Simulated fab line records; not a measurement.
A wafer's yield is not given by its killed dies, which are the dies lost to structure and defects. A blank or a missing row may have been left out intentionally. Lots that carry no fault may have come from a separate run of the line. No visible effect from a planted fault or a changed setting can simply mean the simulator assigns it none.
A lot that was struck, set against a sound lot || flow sky130 || 16 steps out of a route of 708
Sound: the wafers L939.1, L939.2, L939.6. Struck: wafer L942.2 (left out: L942.4, L942.5 of the same lot, which were not struck); the cause appears at the end.
Each step with rows lists, per side, the tool, then ch with its chambers, then its first start. Under that, the readings that differ: sound wafers || struck wafers || difference of the means || sigmas: that difference in standard deviations of wafers without a fault.
alike: words and numbers the same on both sides, and readings whose means are apart by under 2 such deviations; not compared: readings that were withheld, readings missing a value for some wafer, numbers with overlapping values and no deviation given by the record, and bounds like >300 which may hide the same value.
Wherever a step has rows on one side only, a row that says differs or no value, or a row with sigmas, the two part there. Numbers that have no deviation but don't overlap get no sigmas and don't part them. A reading that every wafer of one side lacks parts them only if that side has two wafers or more.

SKY_METAL5_SPUTTER_03: material Ti, target thk 5 nm, time 3.3 s.
  struck on pvd sputter-03, day 45 05:40; sound on pvd sputter-02, day 44 15:10
  alike: throttle valve pct
SKY_METAL5_SPUTTER_04: material TiN, target thk 70 nm, time 58.3 s.
  struck on pvd sputter-03, day 45 05:41; sound on pvd sputter-02, day 44 15:11
  alike: throttle valve pct
SKY_METAL5_RS_MEAS_05: the measuring method here is four-point-probe.
  struck on film metro-04, day 45 05:45; sound on film metro-04, day 44 15:14
{"reading": "METAL5_ALCU_RS (ohm/sq)", "sound": "0.02759 0.0276 0.02767", "struck": 0.02702, "difference": -0.00060, "sigmas": -2}
SKY_METAL5_THK_MEAS_06: measures by xrf.
  struck on film metro-04, day 45 05:52; sound on film metro-04, day 44 15:21
{"reading": "METAL5_ALCU_THK (nm)", "sound": "1152 1144 1147", "struck": 1177, "difference": "+29", "sigmas": "+2"}
then, 7 steps without rows for these wafers: SKY_METAL5_DEHYDRATE_07 (time 60 s); SKY_METAL5_HMDS_08 (prime time 60 s); SKY_METAL5_COAT_09 (resist thk 1800 nm); SKY_METAL5_SOFTBAKE_10 (time 60 s); SKY_METAL5_EXPOSE_11 (exposes mask MM5, target cd 1600 nm); SKY_METAL5_PEB_12; SKY_METAL5_DEVELOP_13 (develop time 60 s).
SKY_METAL5_DESCUM_14: chemistry O2, time 11 s.
  sound on rie metal-01 ch 0,1, day 45 12:30; struck on rie metal-01 ch 0, day 46 01:26
  alike: drypump motor current A, oes product au
  not compared: rf hours counter h
SKY_METAL5_METAL_ETCH_15: etches the open film in Cl2/BCl3, stops on SiO2, target depth 1260 nm, time 252 s.
  sound on rie metal-01 ch 0,1, day 45 12:32; struck on rie metal-01 ch 0, day 46 01:28
{"reading": "oes product au (a.u.)", "sound": "0.880 0.893 0.891", "struck": 0.865, "difference": -0.023, "sigmas": -5}
{"reading": "run length s (s)", "sound": "280.5 280.3 280.4", "struck": 298.8, "difference": "+18.4", "sigmas": "+48"}
{"reading": "model.NOVOLAK_of_METAL5_COAT_09.thk nm (nm)", "sound": "1044 1041 1049", "struck": 979, "difference": -66, "sigmas": ""}
  alike: drypump motor current A, throttle valve pct
  not compared: rf hours counter h
SKY_METAL5_STRIP_16: strips in O2/N2.
  sound on plasma asher-01 ch 0,1, day 45 12:46; struck on plasma asher-04 ch 0, day 46 01:42
{"reading": "strip time to endpoint s (s)", "sound": "13.20 13.16 13.24", "struck": 12.49, "difference": -0.71, "sigmas": -6}
  alike: drypump motor current A, oes product au
  not compared: rf hours counter h
then, 1 step without rows for these wafers: SKY_METAL5_STRIP_17 (strips in post etch residue remover, time 1200 s).
SKY_PAD_OPEN_PROBE_99:
  struck on prober-02, day 47 21:56; sound on prober-01, day 47 09:05
  alike: defect limited yield, killed_at_M0_to_M3, killed_at_M4_up, killed at contacts, killed at front end, killed at other, killed dies, killed open, killed short, sort_bin_3_pad_short, sort_bin_5_function, sort_bin_6_memory, sort n pass, sort yield pct

WHERE THEY PART
Earliest at SKY_METAL5_RS_MEAS_05; latest, in this record, at SKY_METAL5_STRIP_16. Later steps at which nothing parts them and some readings are alike: SKY_PAD_OPEN_PROBE_99.

WHY: the cause the simulator had injected
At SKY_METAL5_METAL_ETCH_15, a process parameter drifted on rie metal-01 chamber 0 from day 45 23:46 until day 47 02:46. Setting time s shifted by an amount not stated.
